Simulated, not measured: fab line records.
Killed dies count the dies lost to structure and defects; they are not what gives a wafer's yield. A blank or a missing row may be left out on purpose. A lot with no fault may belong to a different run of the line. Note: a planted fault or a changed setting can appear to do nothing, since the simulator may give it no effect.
fab line records	flow sky130
record lots=4	wafers=12	last_day=50
route steps=708 shown METAL2@497 VIA2@507 PAD_OPEN@708
lots with no fault: from the same line, run without faults
start_h: hours from the record's first day to the start of the lot's first wafer shown	wait_h: hours elapsed since this lot's preceding step	" identical to the entry in the row above	L1.1+2: one row covering several wafers at once	- no value present, or no start provided	* or withheld: withheld	< > ~ a bound
route shown NAME@n: NAME is a module with steps in the file, n the number in the route of the first one	usual: average and standard deviation across the fault-free wafers	same: alike in all rows	chamber/n: place in a boat	sites: per-site readings	_std_site: the values' standard deviation	_edge_site: the outer-site mean with the inner-site mean subtracted	radius_mm: for every site, how far away it sits from the centre of the wafer	mask NAME#n: copy n	behind: tool/chamber where the wafer was last shaped	hold: the reason the lot was held/the length of the hold in hours/how it ended	device: transistor that didn't switch, given as n, p or np	end of line: the tests these same wafers got at the end of their route	a step with no rows: only its recipe	killed: dies that structure and defects cost at the first sort, which is not the same as the wafer's yield	map: shows each die of a wafer: x if killed, . if not, _ if none is there
set.NAME: setting as actually run; set.NAME@STEP: the setting as run at that earlier step	model.NAME: the simulator's own value behind a step, which no gauge read
lots at selected steps of the route; one table per step, one row per wafer
services: when a tool's chamber went out of use (start_h, in hours from the record's first day, below 0 if earlier), for how many hours, and the reason
## steps
# step SKY_METAL2_DEVELOP_14
# recipe develop_time_s=60	resist=KrF-thick	dev_temp_c=21
# step SKY_METAL2_DESCUM_17
# recipe chemistry=O2	source_power_w=150	bias_power_w=0	pressure_mtorr=10	temp_c=40	time_s=8
# step SKY_METAL2_ETCH_18
# recipe chemistry=N2/H2	target=BARC	ion_energy_ev=200	bias_w=100	pressure_mtorr=30	n2_flow_sccm=100	h2_flow_sccm=200	icp_w=500	stop_on=SiO2	time_s=45.9	target_depth_a=600
# step SKY_METAL2_METAL_ETCH_19
# recipe target_depth_a=3600	stop_on=SiO2	over_etch_frac=0.3	time_s=78	chemistry=Cl2/BCl3	resist_sidewall_deg=88	pressure_mtorr=10	icp_w=900	bias_w=48.5	Cl2_flow_sccm=60	bcl3_flow_sccm=30
# step SKY_METAL2_STRIP_20
# recipe chemistry=O2/N2	power_w=1400	pressure_mtorr=1500	platen_temp_c=withheld	o2_flow_sccm=3000	n2_flow_sccm=300	overash_fraction=0.5
# step SKY_METAL2_STRIP_21
# recipe chemistry=post_etch_residue_remover	time_s=1200	temp_c=72.5
# step SKY_METAL2_CLEAN_22
# recipe chemistry=IPA	time_s=180	temp_c=25
# step SKY_METAL2_CLEAN_23
# recipe chemistry=O3/DIW	dry=n2_spin
# step SKY_VIA2_HDPCVD_00
# recipe material=SiO2	target_thk_nm=1180	sigma_open_frac=0.3	time_s=196.7	temp_c=400	sih4_flow_sccm=60	pressure_mtorr=6
# step SKY_VIA2_CMP_02
# recipe material=SiO2	down_force_psi=4	platen_rpm=60	pad_velocity_m_s=0.94248
# usual edge_zone_pressure_frac=1.001/0.0054	head_pressure_psi=4.000/0.0092	motor_current_A=12.9/1
lot.wafer	tool	chamber	start_h	wait_h	edge_zone_pressure_frac	head_pressure_psi	motor_current_A	model.SiO2_of_VIA2_HDPCVD_00.thk_nm
L141.2	cmp-02	2	886.74	0.4	1.004	3.992	13.8	488.6
L141.4	"	3	"	"	1.005	4.013	13.6	486.7
L141.6	"	1	"	"	0.994	3.998	12.2	487.3
L150.2	cmp-02	2	949.39	0.1	-	-	-	1184
L150.1	"	0	"	"	-	-	-	1167
L150.5	"	2	"	"	-	-	-	1163
L151.1	cmp-02	3	951.16	0.1	-	-	-	1180
L151.3	"	0	"	"	-	-	-	1173
L151.5	"	3	"	"	-	-	-	1194
L156.2	cmp-01	2	984.70	0.1	1.000	3.999	12.5	486.5
L156.6	"	0	"	"	1.009	3.991	13.3	489.4
L156.5	"	1	"	"	0.999	4.012	15.4	486.1
# step SKY_VIA2_BOW_MEAS_03
# recipe mode=bow
# usual VIA2_BOW=85/7.3
lot.wafer	tool	chamber	start_h	wait_h	VIA2_BOW[um]
L141.2	film_metro-04	-	886.96	0.2	91
L141.4	"	-	"	"	92
L141.6	"	-	"	"	93
L150.1	film_metro-02	-	949.64	0.1	128
L150.2	"	-	"	"	129
L150.5	"	-	"	"	122
L151.1	film_metro-02	-	951.46	0.2	108
L151.3	"	-	"	"	119
L151.5	"	-	"	"	123
L156.2	film_metro-02	-	984.92	0.2	65
L156.5	"	-	"	"	87
L156.6	"	-	"	"	65
# step SKY_VIA2_DEHYDRATE_04
# recipe temp_c=200	time_s=60
# step SKY_VIA2_HMDS_05
# recipe prime_time_s=60	prime_temp_c=120
# step SKY_VIA2_COAT_06
# recipe resist=BARC	temp_c=withheld	time_s=withheld	spin_rpm=3000	resist_thk_nm=60
# step SKY_VIA2_COAT_07
# recipe resist=KrF-thick	spin_rpm=3000	resist_thk_nm=450
# step SKY_VIA2_SOFTBAKE_08
# recipe temp_c=100	time_s=90	resist=KrF-thick
# step SKY_VIA2_EXPOSE_09
# recipe mask_id=VIM2	na=0.8	source_shape=annular	sigma_inner=0.55	sigma_outer=0.85	target_cd_nm=200	dose_mj=38
# step SKY_VIA2_PEB_10
# recipe peb_temp_c=withheld	peb_time_s=withheld	resist=KrF-thick
# step SKY_VIA2_DEVELOP_11
# recipe develop_time_s=60	resist=KrF-thick	dev_temp_c=21
# step SKY_VIA2_ETCH_14
# recipe chemistry=N2/H2	target=BARC	ion_energy_ev=200	source_w=500	bias_w=100	pressure_mtorr=30	n2_flow_sccm=100	h2_flow_sccm=200	stop_on=SiO2	time_s=45.9	target_depth_a=600
# step SKY_VIA2_ETCH_15
# recipe target=SiO2	chemistry=C4F8/O2/Ar	target_depth_nm=546	stop_on=TiN	mask_material=KrF-thick	source_w=1500	bias_w=1200	pressure_mtorr=40	c4f8_flow_sccm=withheld	O2_flow_sccm=6	Ar_flow_sccm=300	time_s=84
# usual chamber_pressure_mTorr=40.00/0.039	oes_product_au=0.932/0.0049
lot.wafer	tool	chamber	start_h	wait_h	chamber_pressure_mTorr	oes_product_au	rf_hours_counter_h	model.etch.depth_nm	model.VIA2.feature_depth_nm
L141.2	rie_diel-02	2	912.33	0.0	40.03	0.937	11	488.6	488.6
L141.4	"	3	"	"	40.04	0.931	10	486.7	486.7
L141.6	"	3	"	"	39.95	0.927	-	487.3	487.3
L150.1	rie_diel-04	3	973.47	0.0	40.01	1.633	26	550.1	550.1
L150.2	"	0	"	"	40.00	1.619	20	543.3	543.3
L150.5	"	2	"	"	40.00	1.607	-	537.1	537.1
L151.1	rie_diel-01	3	976.32	0.0	40.03	1.636	10	550.9	550.9
L151.3	"	0	"	"	39.98	1.617	15	543.9	543.9
L151.5	"	2	"	"	39.89	1.638	-	552.5	552.5
L156.2	rie_diel-01	0	1007.52	0.0	40.00	0.932	16	486.5	486.5
L156.5	"	0	"	"	39.91	0.932	-	486.1	486.1
L156.6	"	3	"	"	40.06	0.931	-	489.4	489.4
# step SKY_VIA2_STRIP_16
# recipe chemistry=O2/N2	power_w=1400	pressure_mtorr=1500	platen_temp_c=withheld	o2_flow_sccm=3000	n2_flow_sccm=300	overash_fraction=0.5
# step SKY_VIA2_STRIP_17
# recipe chemistry=post_etch_residue_remover	time_s=1200	temp_c=72.5
# step SKY_VIA2_CLEAN_18
# recipe chemistry=IPA	time_s=180	temp_c=25
# step SKY_VIA2_CLEAN_19
# recipe chemistry=O3/DIW	dry=n2_spin
# step SKY_VIA2_SPUTTER_20
# recipe material=TiN	target_thk_nm=20	chamber_pressure_pa=5	power_w=4000	time_s=80
# step SKY_VIA2_CVD_21
# recipe material=W	target_thk_nm=420	time_s=126.4	temp_c=400	pressure_torr=40
# step SKY_VIA2_CMP_24
# recipe stop_on=SiO2	t_overpolish_s=20	down_force_psi=3.5	platen_rpm=60	target_thk_nm=0	pad_velocity_m_s=0.94248
# usual edge_zone_pressure_frac=1.000/0.0052	head_pressure_psi=3.501/0.0078	motor_current_A=11.9/1.2
lot.wafer	tool	chamber	start_h	wait_h	edge_zone_pressure_frac	head_pressure_psi	motor_current_A	model.SiO2_of_VIA2_HDPCVD_00.thk_nm
L141.2	cmp-02	3	916.95	3.6	0.999	3.498	12.5	484.2
L141.4	"	2	"	"	1.007	3.498	11.5	482.3
L141.6	"	0	"	"	0.996	3.512	11.6	482.9
L150.1	cmp-02	2	974.70	0.3	1.002	3.498	11.6	1162
L150.2	"	3	"	"	0.998	3.494	12.9	1179
L150.5	"	1	"	"	1.001	3.511	10.9	1159
L151.1	cmp-02	3	977.38	0.1	0.995	3.495	12.8	1176
L151.3	"	2	"	"	0.996	3.492	12.7	1168
L151.5	"	3	"	"	0.994	3.498	12.6	1189
L156.2	cmp-02	0	1008.60	0.0	0.990	3.482	11.5	482.1
L156.5	"	0	"	"	1.007	3.487	11.9	481.7
L156.6	"	1	"	"	0.998	3.493	10.4	485
# step SKY_PAD_OPEN_PROBE_99
# usual defect_limited_yield=82.4/1.8	killed_at_M0_to_M3=44/7	killed_at_M4_up=3.0/1.8	killed_at_contacts=24/4.9	killed_at_front_end=15/5	killed_at_other=0.2/0.53	killed_dies=87/8.7	killed_on_rim=17/4	killed_open=48/6.8	killed_short=39/5.7	sort_bin_3_pad_short=0.9/0.42	sort_bin_5_function=10.4/1.5	sort_bin_6_memory=6.3/1.1	sort_n_pass=405/8.7	sort_yield_pct=82.4/1.8
# same gross_dies=492	killed_at_back_side=0	sort_bin_4_leakage[%]=0	sort_bin_8_speed[%]=0
lot.wafer	tool	chamber	start_h	wait_h	defect_limited_yield[%]	killed_at_M0_to_M3	killed_at_M4_up	killed_at_contacts	killed_at_front_end	killed_at_other	killed_dies	killed_on_rim	killed_open	killed_short	sort_bin_3_pad_short[%]	sort_bin_5_function[%]	sort_bin_6_memory[%]	sort_n_pass	sort_yield_pct[%]
L141.2	prober-01	-	1127.74	0.1	82.5	27	2	36	21	0	86	11	55	31	1.0	12.0	4.5	406	82.5
L141.4	prober-01	-	1127.84	0.2	82.9	44	1	25	14	0	84	22	43	41	0.4	10.4	6.3	408	82.9
L141.6	prober-01	-	1127.94	0.2	83.7	39	2	26	13	0	80	13	40	40	0.8	9.1	6.3	412	83.7
L150.1	prober-02	-	1171.34	0.1	0	462	1	17	12	0	492	96	42	30	0.2	94.5	5.3	0	0
L150.2	prober-02	-	1171.39	0.1	0	444	5	31	12	0	492	96	45	43	1.4	93.9	4.7	0	0
L150.5	prober-02	-	1171.54	0.2	0	458	2	20	11	1	492	96	47	44	1.8	89.8	8.3	0	0
L151.1	prober-01	-	1175.13	0.1	0	445	1	16	29	1	492	96	55	36	1.0	90.7	8.3	0	0
L151.3	prober-01	-	1175.23	0.2	0	445	2	29	16	0	492	96	47	39	0.2	93.9	5.9	0	0
L151.5	prober-01	-	1175.33	0.2	0	455	2	19	16	0	492	96	52	33	1.8	90.7	7.5	0	0
L156.2	prober-02	-	1199.54	0.1	84.1	49	2	18	9	0	78	18	47	31	0.8	8.3	6.7	414	84.1
L156.5	prober-02	-	1199.69	0.2	83.3	35	1	33	13	0	82	16	50	32	0.4	10.4	5.9	410	83.3
L156.6	prober-02	-	1199.74	0.2	82.7	41	1	25	18	0	85	17	52	33	1.8	10.2	5.3	407	82.7
# killed by level:class
L141.2 CONTACT:geometric_particle:open=16 LI_CONTACT:geometric_particle:open=9 VIA1:geometric_particle:open=7 FIELD_ISO:geometric_particle:short=6 VIA2:geometric_particle:open=6 FIELD_ISO:geometric_particle:open=5 LOCAL_INTERCONNECT:geometric_particle:short=5 POLY_GATE:geometric_particle:open=4
L141.4 VIA1:geometric_particle:open=9 LI_CONTACT:geometric_particle:open=7 CONTACT:geometric_particle:open=7 VIA3:geometric_particle:open=6 VIA2:geometric_particle:open=6 CONTACT:geometric_particle:short=5 LOCAL_INTERCONNECT:geometric_particle:short=5 METAL1:geometric_particle:short=5
L141.6 LI_CONTACT:geometric_particle:open=10 VIA1:geometric_particle:open=7 CONTACT:geometric_particle:short=7 VIA3:geometric_particle:open=7 CONTACT:geometric_particle:open=6 POLY_GATE:geometric_particle:short=5 METAL1:geometric_particle:short=5 VIA2:geometric_particle:open=5
L150.1 VIA2:area_cmp=420 VIA1:geometric_particle:open=10 CONTACT:geometric_particle:open=8 LI_CONTACT:geometric_particle:open=6 VIA1:geometric_particle:short=6 VIA2:geometric_particle:open=6 FIELD_ISO:geometric_particle:open=4 FIELD_ISO:geometric_particle:short=4
L150.2 VIA2:area_cmp=404 LI_CONTACT:geometric_particle:open=10 CONTACT:geometric_particle:open=8 METAL2:geometric_particle:short=7 VIA3:geometric_particle:open=7 VIA2:geometric_particle:open=6 VIA1:geometric_particle:open=6 LI_CONTACT:geometric_particle:short=5
L150.5 VIA2:area_cmp=401 VIA1:geometric_particle:open=15 VIA1:geometric_particle:short=9 METAL2:geometric_particle:short=7 METAL1:geometric_particle:short=6 CONTACT:geometric_particle:open=5 METAL1:geometric_particle:open=5 VIA2:geometric_particle:open=5
L151.1 VIA2:area_cmp=401 VIA1:geometric_particle:open=11 CONTACT:geometric_particle:open=9 FIELD_ISO:geometric_particle:open=8 VIA2:geometric_particle:open=8 POLY_GATE:geometric_particle:open=8 POLY_GATE:geometric_particle:short=6 METAL2:geometric_particle:short=6
L151.3 VIA2:area_cmp=406 LI_CONTACT:geometric_particle:open=12 VIA1:geometric_particle:open=9 VIA3:geometric_particle:open=7 CONTACT:geometric_particle:open=6 FIELD_ISO:geometric_particle:open=5 LOCAL_INTERCONNECT:geometric_particle:short=5 VIA1:geometric_particle:short=5
L151.5 VIA2:area_cmp=407 VIA1:geometric_particle:open=17 LI_CONTACT:geometric_particle:open=9 VIA2:geometric_particle:open=6 VIA3:geometric_particle:open=5 FIELD_ISO:geometric_particle:open=4 POLY_GATE:geometric_particle:short=4 CONTACT:geometric_particle:short=4
L156.2 VIA1:geometric_particle:open=10 VIA3:geometric_particle:open=8 VIA2:geometric_particle:open=7 METAL2:geometric_particle:short=6 LI_CONTACT:geometric_particle:open=5 CONTACT:geometric_particle:open=5 VIA3:geometric_particle:short=5 VIA2:geometric_particle:short=4
L156.5 CONTACT:geometric_particle:open=11 LI_CONTACT:geometric_particle:open=9 LOCAL_INTERCONNECT:geometric_particle:short=8 VIA1:geometric_particle:open=8 VIA2:geometric_particle:open=6 FIELD_ISO:geometric_particle:open=4 VIA1:geometric_particle:short=4 METAL1:geometric_particle:short=4
L156.6 VIA1:geometric_particle:open=12 CONTACT:geometric_particle:open=11 VIA2:geometric_particle:open=8 CONTACT:geometric_particle:short=6 POLY_GATE:geometric_particle:short=5 LI_CONTACT:geometric_particle:open=5 METAL1:geometric_particle:short=5 VIA3:geometric_particle:short=5
# map L150.1 (x killed, . not)
__________xxxxxxxxxx_________
________xxxxxxxxxxxxxx_______
______xxxxxxxxxxxxxxxxxx_____
_____xxxxxxxxxxxxxxxxxxxx____
____xxxxxxxxxxxxxxxxxxxxxx___
___xxxxxxxxxxxxxxxxxxxxxxxx__
__xxxxxxxxxxxxxxxxxxxxxxxxxx_
_xxxxxxxxxxxxxxxxxxxxxxxxxxxx
_xxxxxxxxxxxxxxxxxxxxxxxxxxxx
_xxxxxxxxxxxxxxxxxxxxxxxxxxxx
_xxxxxxxxxxxxxxxxxxxxxxxxxxxx
_xxxxxxxxxxxxxxxxxxxxxxxxxxxx
_xxxxxxxxxxxxxxxxxxxxxxxxxxxx
_xxxxxxxxxxxxxxxxxxxxxxxxxxxx
_xxxxxxxxxxxxxxxxxxxxxxxxxxxx
__xxxxxxxxxxxxxxxxxxxxxxxxxx_
___xxxxxxxxxxxxxxxxxxxxxxxx__
____xxxxxxxxxxxxxxxxxxxxxx___
_____xxxxxxxxxxxxxxxxxxxx____
______xxxxxxxxxxxxxxxxxx_____
________xxxxxxxxxxxxxx_______
__________xxxxxxxxxx_________
# map L151.1 (x killed, . not)
__________xxxxxxxxxx_________
________xxxxxxxxxxxxxx_______
______xxxxxxxxxxxxxxxxxx_____
_____xxxxxxxxxxxxxxxxxxxx____
____xxxxxxxxxxxxxxxxxxxxxx___
___xxxxxxxxxxxxxxxxxxxxxxxx__
__xxxxxxxxxxxxxxxxxxxxxxxxxx_
_xxxxxxxxxxxxxxxxxxxxxxxxxxxx
_xxxxxxxxxxxxxxxxxxxxxxxxxxxx
_xxxxxxxxxxxxxxxxxxxxxxxxxxxx
_xxxxxxxxxxxxxxxxxxxxxxxxxxxx
_xxxxxxxxxxxxxxxxxxxxxxxxxxxx
_xxxxxxxxxxxxxxxxxxxxxxxxxxxx
_xxxxxxxxxxxxxxxxxxxxxxxxxxxx
_xxxxxxxxxxxxxxxxxxxxxxxxxxxx
__xxxxxxxxxxxxxxxxxxxxxxxxxx_
___xxxxxxxxxxxxxxxxxxxxxxxx__
____xxxxxxxxxxxxxxxxxxxxxx___
_____xxxxxxxxxxxxxxxxxxxx____
______xxxxxxxxxxxxxxxxxx_____
________xxxxxxxxxxxxxx_______
__________xxxxxxxxxx_________
## services
tool	chamber	start_h	hours	kind
rie_diel-02	-	878.43	0.5	repair
cmp-01	-	899.61	26.6	repair
cmp-02	-	912.05	4.0	pm
cmp-02	-	916.05	-	consumable_replace:conditioner
cmp-02	-	916.05	-	consumable_replace:pad
cmp-01	-	926.22	4.9	pm
rie_diel-01	-	933.75	2.8	pm
cmp-01	-	937.13	0.5	repair
rie_diel-01	1	938.46	2.1	repair
rie_diel-02	0	948.88	4.3	repair
cmp-01	-	950.83	4.0	repair
cmp-01	-	966.08	16.0	repair
cmp-02	-	982.08	6.8	pm
rie_diel-01	-	995.30	0.1	repair
## key
first_sign step=SKY_VIA2_CMP_02	reading=tool_record	direction=missing
effect step=SKY_VIA2_BOW_MEAS_03	reading=VIA2_BOW	direction=up	sigmas=4.9	usual=85	struck=121
effect step=SKY_VIA2_ETCH_15	reading=oes_product_au	direction=up	sigmas=99+	usual=0.932	struck=1.625
effect step=SKY_PAD_OPEN_PROBE_99	reading=killed_at_M0_to_M3	direction=up	sigmas=58	usual=44	struck=452
model_effect step=SKY_VIA2_CMP_02	value=SiO2_of_VIA2_HDPCVD_00.thk_nm	without=487.5	struck=1177
model_effect step=SKY_VIA2_ETCH_15	value=etch.depth_nm	without=487.5	struck=546.3
model_effect step=SKY_VIA2_CMP_24	value=SiO2_of_VIA2_HDPCVD_00.thk_nm	without=483.1	struck=1172
more_kills_born_at SKY_VIA2_CMP_02@cmp-02=2430
met_at SKY_VIA2_CMP_02
struck_wafers L150.1,L150.2,L150.5,L151.1,L151.3,L151.5
later_rows_left_out L150.1,L150.2,L150.5,L151.1,L151.3,L151.5
onset_between 886.74 949.39
fault kind=skipped_step_whole	tool=cmp-02	chamber=-	onset_h=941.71	steps=SKY_VIA2_CMP_02	scope=struck_lots_only
# later_rows_left_out: the simulator's readings of these wafers behind a module that went badly wrong aren't trusted and aren't shown, but for the sort
